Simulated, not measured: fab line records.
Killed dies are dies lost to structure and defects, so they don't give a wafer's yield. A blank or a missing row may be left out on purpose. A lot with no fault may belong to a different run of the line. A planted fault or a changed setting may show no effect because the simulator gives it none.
A struck lot beside a sound one	flow sky130	14 steps out of a route of 708
Sound: these wafers, L780.1, L780.4, L780.5. The struck wafers were L785.4, L785.5, L785.6. Last of all comes the cause.
For every step that has rows: the tool of each side, followed by ch and its chambers, followed by its first start. Under that, the readings that differ: sound wafers	struck wafers	difference of the means	sigmas: that difference in standard deviations of wafers without a fault.
alike: a reading whose means differ by less than 2 such deviations, as well as words and numbers matching on both sides. not compared: withheld readings; readings where some wafer has no value; bounds like >300 that might hide an equal value; numbers whose values overlap and for which the record gives no deviation.
Wherever a step has rows on one side only, a row that says differs or no value, or a row with sigmas, the two part there. Numbers that don't overlap but have no deviation are shown without sigmas and don't part them. A reading missing from all wafers of one side parts the sides only when that side holds two or more wafers.

first, 8 steps without rows for these wafers: SKY_VIA1_DEHYDRATE_04 (time 60 s); SKY_VIA1_HMDS_05 (prime time 60 s); SKY_VIA1_COAT_06 (resist thk 60 nm); SKY_VIA1_COAT_07 (resist thk 450 nm); SKY_VIA1_SOFTBAKE_08 (time 87.2 s); SKY_VIA1_EXPOSE_09 (exposes mask VIM, target cd 150 nm); SKY_VIA1_PEB_10; SKY_VIA1_DEVELOP_11 (develop time 60 s).
SKY_VIA1_CD_MEAS_12: target cd 150 nm.
  sound: cdSem-01 at day 36 08:27; struck: cdSem-01 at day 38 11:07
reading	sound	struck	difference	sigmas
cdNm (nm)	151.2 151.6 152.0	147.2 147.8 146.9	-4.3	-3
SKY_VIA1_OVL_MEAS_13:
  sound: overlay-01 at day 36 08:34; struck: overlay-01 at day 38 11:12
  alike: VIA1_OVL
SKY_VIA1_ETCH_14: etches BARC in N2/H2, stops on SiO2, time 45.9 s, target depth 60 nm.
  sound on rieDiel-04 ch 2,3, day 36 08:37; struck on rieDiel-02 ch 0,1,3, day 38 11:13
  alike: drypumpMotorCurrentA, oesProductAu, throttleValvePct
  not compared: rfHoursCounterH
SKY_VIA1_ETCH_15: etches SiO2 in C4F8/O2/Ar, stops on TiN, target depth 351 nm, time 54 s.
  sound on rieDiel-04 ch 2,3, day 36 08:39; struck on rieDiel-02 ch 0,1,3, day 38 11:16
  alike: oesProductAu
  not compared: rfHoursCounterH
SKY_VIA1_STRIP_16: strips in O2/N2.
  sound on plasmaAsher-02 ch 0,1, day 36 08:42; struck on plasmaAsher-04 ch 0,1, day 38 11:20
  no value came back on the struck wafers for chamberPressureMTorr (mTorr), drypumpMotorCurrentA (A), oesProductAu (a.u.), stripTimeToEndpointS (s); on the sound wafers chamberPressureMTorr (mTorr) reads 1500.6 1498.3 1500.6
reading	sound	struck	difference	sigmas
model.KrF-thick_of_VIA1_COAT_07.thkNm (nm)	0 0 0	324.1 327.5 327.5	+326.4	
  not compared: rfHoursCounterH
then, 1 step without rows for these wafers: SKY_VIA1_STRIP_17 (strips in post etch residue remover, time 1200 s).

## WHERE THEY PART
First at SKY_VIA1_CD_MEAS_12; last, within this record, at SKY_VIA1_STRIP_16.

WHY: the cause the simulator had injected
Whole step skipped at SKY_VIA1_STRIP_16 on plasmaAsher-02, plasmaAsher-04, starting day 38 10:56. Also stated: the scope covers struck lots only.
